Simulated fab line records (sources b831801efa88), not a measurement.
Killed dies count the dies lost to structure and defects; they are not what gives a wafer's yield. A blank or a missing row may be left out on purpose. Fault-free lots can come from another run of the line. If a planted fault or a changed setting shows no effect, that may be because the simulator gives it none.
Which tool was responsible? + flow sky130 + 33 wafers from 11 lots sampled at 3 of the route's 708 steps

== WHAT EACH GAUGE READ, for each wafer ==
SKY_SD_N_RS_MEAS_16: the measuring method here is four-point-probe.
| lot  | measured     | on            | SD_N_RS (ohm/sq)                    |
|------|--------------|---------------|-------------------------------------|
| L671 | day 28 04:36 | film-metro-01 | 68.58 68.62 68.51                   |
| L672 | day 28 07:58 | film-metro-04 | 68.49 68.43 68.71                   |
| L673 | day 28 14:52 | film-metro-04 | 68.64 68.47 68.65                   |
| L675 | day 29 12:49 | film-metro-04 | 68.51 68.47 68.46                   |
| L677 | day 30 08:55 | film-metro-04 | 68.60 68.43 68.54                   |
| L686 | day 33 03:44 | film-metro-02 | 70.83 70.72 70.94 70.76 70.87 70.82 |
| L687 | day 33 09:33 | film-metro-04 | 68.72 68.47 68.76                   |
| L688 | day 33 22:01 | film-metro-04 | 70.86 70.76 70.75 70.81 70.88 70.90 |
| L689 | day 34 01:22 | film-metro-04 | 68.68 68.54 68.49                   |
| L691 | day 34 15:47 | film-metro-04 | 68.52 68.46 68.49                   |
| L693 | day 35 00:24 | film-metro-04 | 68.75 68.61 68.59                   |

== EACH LOT AND THE TOOL THAT RAN IT (in order: tool; ch and the chambers of the sampled wafers; start) ==
| lot  | SKY_LDD_HVN_STRIP_09                 | SKY_SD_N_RTA_14                  |
|------|--------------------------------------|----------------------------------|
| L671 | plasma-asher-02 ch 1, day 20 16:56   | rtp-anneal-01 ch 0, day 28 04:25 |
| L672 | plasma-asher-01 ch 0,1, day 20 21:04 | rtp-anneal-02 ch 0, day 28 07:46 |
| L673 | plasma-asher-03 ch 0,1, day 21 05:02 | rtp-anneal-01 ch 0, day 28 14:41 |
| L675 | plasma-asher-02 ch 0,1, day 22 03:31 | rtp-anneal-01 ch 0, day 29 12:37 |
| L677 | plasma-asher-02 ch 0,1, day 22 23:32 | rtp-anneal-01 ch 0, day 30 08:44 |
| L686 | plasma-asher-03 ch 0,1, day 26 00:04 | rtp-anneal-01 ch 0, day 33 03:33 |
| L687 | plasma-asher-03 ch 0,1, day 26 08:32 | rtp-anneal-02 ch 0, day 33 09:22 |
| L688 | plasma-asher-01 ch 0,1, day 26 16:19 | rtp-anneal-01 ch 0, day 33 21:47 |
| L689 | plasma-asher-03 ch 0,1, day 26 22:08 | rtp-anneal-02 ch 0, day 34 01:11 |
| L691 | plasma-asher-03 ch 0,1, day 27 14:32 | rtp-anneal-02 ch 0, day 34 15:37 |
| L693 | plasma-asher-03 ch 0,1, day 28 02:43 | rtp-anneal-02 ch 0, day 35 00:13 |
- SKY_LDD_HVN_STRIP_09: strips in O2/N2.
- SKY_SD_N_RTA_14: time 2 s.

== THE ANSWER, worked out from the rows above alone ==
Rule: the usual values come from the lots themselves. Put in order of their means at a reading, lots are off if they are a third of the lots or fewer, leave a main group of 4 or more, and stand apart from it by a gap of 3 or more times the standard deviation of the main group's means; of several such gaps the widest counts. If all means in a main group match to the digits the tables above print for the reading, that group is not used. Also off: a lot with no number at a reading for which 4 or more lots have one. Any other lot the step has rows for is counted as sound.
Off: L686, L688, at SKY_SD_N_RS_MEAS_16 (SD_N_RS). Main group: mean 68.56 ohm/sq, sd 0.058.
If a tool, at a process step before that reading, ran all the lots that are off and no sound lot after the first of them, it fits. Gauges at SKY_SD_N_RS_MEAS_16: tried the same way as those tools. One candidate fits, namely rtp-anneal-01 at SKY_SD_N_RTA_14. Its last sound lot is L677 (day 30 08:44), its first lot that is off L686 (day 33 03:33): a fault that began between those two fits.

== WHAT THE SIMULATOR PUT IN ==
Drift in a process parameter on rtp-anneal-01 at SKY_SD_N_RTA_14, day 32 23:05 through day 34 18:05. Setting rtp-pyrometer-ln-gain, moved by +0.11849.
Shown lots that were struck: L686, L688. This agrees with what the rule above found.
